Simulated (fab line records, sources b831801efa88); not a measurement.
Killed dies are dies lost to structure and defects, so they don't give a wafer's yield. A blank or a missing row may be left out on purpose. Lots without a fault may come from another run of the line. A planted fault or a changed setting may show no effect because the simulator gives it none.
Which tool did it? | flow sky130 | 13 lots, 39 wafers sampled, at 3 steps of a route of 708

WHAT THE GAUGES READ, wafer by wafer
SKY_LOCAL_INTERCONNECT_THK_MEAS_02: measures by xrf.
lot  | measured     | on            | LOCAL_INTERCONNECT_TIN_THK (nm)
L296 | day 29 09:01 | film_metro-02 | 100.1 100.6 99.6
L297 | day 31 03:22 | film_metro-04 | 101.1 101.2 100.9
L300 | day 31 03:43 | film_metro-01 | 101.4 101.1 101.1
L301 | day 31 09:14 | film_metro-01 | 100.1 100.3 100.5
L304 | day 32 01:35 | film_metro-04 | 101.0 99.9 100.6
L308 | day 33 19:56 | film_metro-02 | 100.2 99.9 99.8
L309 | day 33 21:21 | film_metro-01 | 102.7 102.8 103.0
L313 | day 35 10:08 | film_metro-04 | 101.9 101.7 101.1
L314 | day 35 15:53 | film_metro-01 | 100.7 101.3 101.5
L316 | day 35 21:55 | film_metro-01 | 101.4 100.7 100.6
L315 | day 36 01:16 | film_metro-01 | 103.0 101.0 102.9
L317 | day 36 05:49 | film_metro-04 | 101.7 101.2 100.9
L318 | day 36 11:45 | film_metro-04 | 101.5 101.6 101.1

SKY_LOCAL_INTERCONNECT_OVL_MEAS_12.
lot  | measured     | on         | LOCAL_INTERCONNECT_OVL (nm)
L296 | day 30 12:58 | overlay-02 | -2 -9 2
L297 | day 32 07:05 | overlay-01 | 0 10 10
L300 | day 32 07:12 | overlay-01 | -7 -7 -5
L301 | day 32 12:25 | overlay-02 | -5 -5 -4
L304 | day 33 04:16 | overlay-01 | -7 -3 -2
L308 | day 34 22:10 | overlay-02 | -4 2 -1
L309 | day 34 23:21 | overlay-02 | -1 -8 1
L313 | day 36 12:34 | overlay-01 | -5 2 2
L314 | day 36 18:04 | overlay-02 | -4 -12 1
L316 | day 37 00:16 | overlay-02 | 4 -9 -4
L315 | day 37 02:59 | overlay-01 | -2 3 9
L317 | day 37 07:26 | overlay-02 | -7 -3 -1
L318 | day 37 12:47 | overlay-01 | -12 -9 -11

WHICH TOOL RAN EACH LOT (tool, then ch and the chambers of the sampled wafers, then the start)
lot  | SKY_LI_CONTACT_CMP_24
L296 | cmp-02 ch 0,1,2, day 29 08:32
L297 | cmp-02 ch 0,1,3, day 31 02:59
L300 | cmp-01 ch 0,1,3, day 31 03:14
L301 | cmp-02 ch 0,1,3, day 31 08:46
L304 | cmp-02 ch 0,1,2, day 32 01:11
L308 | cmp-01 ch 1,2,3, day 33 19:27
L309 | cmp-02 ch 2,3, day 33 20:50
L313 | cmp-02 ch 2,3, day 35 09:41
L314 | cmp-02 ch 0,1,3, day 35 15:25
L316 | cmp-01 ch 0,3, day 35 21:26
L315 | cmp-01 ch 0,1, day 36 00:49
L317 | cmp-01 ch 0,1, day 36 05:20
L318 | cmp-02 ch 0,3, day 36 11:18
- SKY_LI_CONTACT_CMP_24: polishes, stops on PSG, t overpolish 20 s, target thk 0 nm.

WHAT THE TOOLS THEMSELVES READ (means of the sampled wafers that have a number; where no wafer has one, the mark that the record gives instead)
SKY_LI_CONTACT_CMP_24.
lot  | tool   | head_pressure_psi (psi) | motor_current_A (A) | overpolish_run_s (s) | time_to_endpoint_s (s)
L296 | cmp-02 | 3.495                   | 11.3                | 20.001               | 97
L297 | cmp-02 | 3.493                   | 11.4                | 19.995               | 100
L300 | cmp-01 | 3.498                   | 10.9                | 20.002               | 98
L301 | cmp-02 | 3.506                   | 11.3                | 20.005               | 98
L304 | cmp-02 | 3.506                   | 11.2                | 20.001               | 102
L308 | cmp-01 | 3.495                   | 11.0                | 20.002               | 97
L309 | cmp-02 | 3.501                   | 10.9                | 20.000               | 98
L313 | cmp-02 | 3.497                   | 10.7                | 19.998               | 93
L314 | cmp-02 | 3.490                   | 11.6                | 20.001               | 96
L316 | cmp-01 | 3.503                   | 9.8                 | 19.995               | 98
L315 | cmp-01 | 3.494                   | 11.3                | 19.996               | 101
L317 | cmp-01 | 3.499                   | 11.3                | 20.004               | 101
L318 | cmp-02 | 3.509                   | 10.6                | 19.994               | 95

THE ANSWER, worked out from the rows above alone
Rule: what is usual is taken from the lots themselves. Put in order of their means at a reading, lots are off if they are a third of the lots or fewer, leave a main group of 4 or more, and stand apart from it by a gap of 3 or more times the standard deviation of the main group's means; of several such gaps the widest counts. A main group whose means are all the same, to the digits that the tables above print for the reading, isn't used. A lot without any number at a reading at which 4 lots or more have one is off too. The other lots that the step has rows for count as sound. The gauges are gone through in route order, then the tools' own readings, and for those a lot's mean is taken as printed above. The first step at which some lot is off is used, and at that step the reading that is off furthest; a lot without a number counts as furthest.
No lot is off at any reading shown: from this, nothing can be told.

WHAT THE SIMULATOR HAD PUT IN
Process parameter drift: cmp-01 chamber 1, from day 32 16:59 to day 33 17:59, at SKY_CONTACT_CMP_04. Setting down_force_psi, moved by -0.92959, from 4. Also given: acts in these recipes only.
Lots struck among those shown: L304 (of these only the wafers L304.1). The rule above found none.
